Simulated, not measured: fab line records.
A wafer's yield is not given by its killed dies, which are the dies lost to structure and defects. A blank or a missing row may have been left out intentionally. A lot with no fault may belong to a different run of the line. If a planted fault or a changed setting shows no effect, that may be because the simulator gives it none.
Which of the tools did it? / flow sky130 / Sampling: 7 lots, 21 wafers, 3 of 708 route steps

## WHAT EACH GAUGE READ, for each wafer
SKY_CAP2M_RS_MEAS_03: uses a four-point probe to measure.
lot=L821; measured=day 41 10:38; on=film_metro-01; CAP2M_TIN_RS (ohm/sq)=6.87 6.87 6.85
lot=L824; measured=day 42 14:15; on=film_metro-01; CAP2M_TIN_RS (ohm/sq)=6.86 6.92 6.89
lot=L830; measured=day 44 04:40; on=film_metro-02; CAP2M_TIN_RS (ohm/sq)=6.81 6.76 6.78
lot=L832; measured=day 44 16:27; on=film_metro-01; CAP2M_TIN_RS (ohm/sq)=6.87 6.87 6.87
lot=L834; measured=day 45 02:34; on=film_metro-01; CAP2M_TIN_RS (ohm/sq)=6.95 6.97 6.99
lot=L835; measured=day 45 11:34; on=film_metro-01; CAP2M_TIN_RS (ohm/sq)=6.93 6.96 6.99
lot=L839; measured=day 47 02:41; on=film_metro-01; CAP2M_TIN_RS (ohm/sq)=6.87 6.86 6.82

## WHAT TOOL EACH LOT RAN ON (gives the tool, then ch and the chambers of the sampled wafers, and finally the start)
lot=L821; SKY_LI_CONTACT_SPUTTER_19=pvd_sputter-01, day 31 02:32; SKY_METAL4_SPUTTER_02=pvd_sputter-01, day 41 10:20
lot=L824; SKY_LI_CONTACT_SPUTTER_19=pvd_sputter-01, day 32 11:23; SKY_METAL4_SPUTTER_02=pvd_sputter-03, day 42 13:53
lot=L830; SKY_LI_CONTACT_SPUTTER_19=pvd_sputter-04, day 34 06:43; SKY_METAL4_SPUTTER_02=pvd_sputter-02, day 44 04:20
lot=L832; SKY_LI_CONTACT_SPUTTER_19=pvd_sputter-01, day 34 19:40; SKY_METAL4_SPUTTER_02=pvd_sputter-02, day 44 16:07
lot=L834; SKY_LI_CONTACT_SPUTTER_19=pvd_sputter-01, day 35 08:25; SKY_METAL4_SPUTTER_02=pvd_sputter-01, day 45 02:16
lot=L835; SKY_LI_CONTACT_SPUTTER_19=pvd_sputter-04, day 35 19:00; SKY_METAL4_SPUTTER_02=pvd_sputter-03, day 45 11:14
lot=L839; SKY_LI_CONTACT_SPUTTER_19=pvd_sputter-04, day 37 18:07; SKY_METAL4_SPUTTER_02=pvd_sputter-03, day 47 02:23
- SKY_LI_CONTACT_SPUTTER_19: material Ti, target thk 20 nm, time 106.37 s.
- SKY_METAL4_SPUTTER_02: material AlCu, target thk 735 nm, time 39.1 s.

## THE ANSWER, worked out from the rows above alone
Rule: the lots themselves supply what counts as usual. The widest of any qualifying gaps counts: lots, ordered by their means at a reading, are off when they make up no more than a third of the lots, leave a main group of 4 or more, and stand apart from it by 3 or more times the standard deviation of that group's means. Not used: any main group whose means are identical at the precision the tables above print for the reading. A lot without any number at a reading at which 4 lots or more have one is off too. Where the step has rows for the other lots, those lots are counted as sound.
No lot is off at any reading shown: from this, nothing can be told.

## WHAT THE SIMULATOR PUT IN
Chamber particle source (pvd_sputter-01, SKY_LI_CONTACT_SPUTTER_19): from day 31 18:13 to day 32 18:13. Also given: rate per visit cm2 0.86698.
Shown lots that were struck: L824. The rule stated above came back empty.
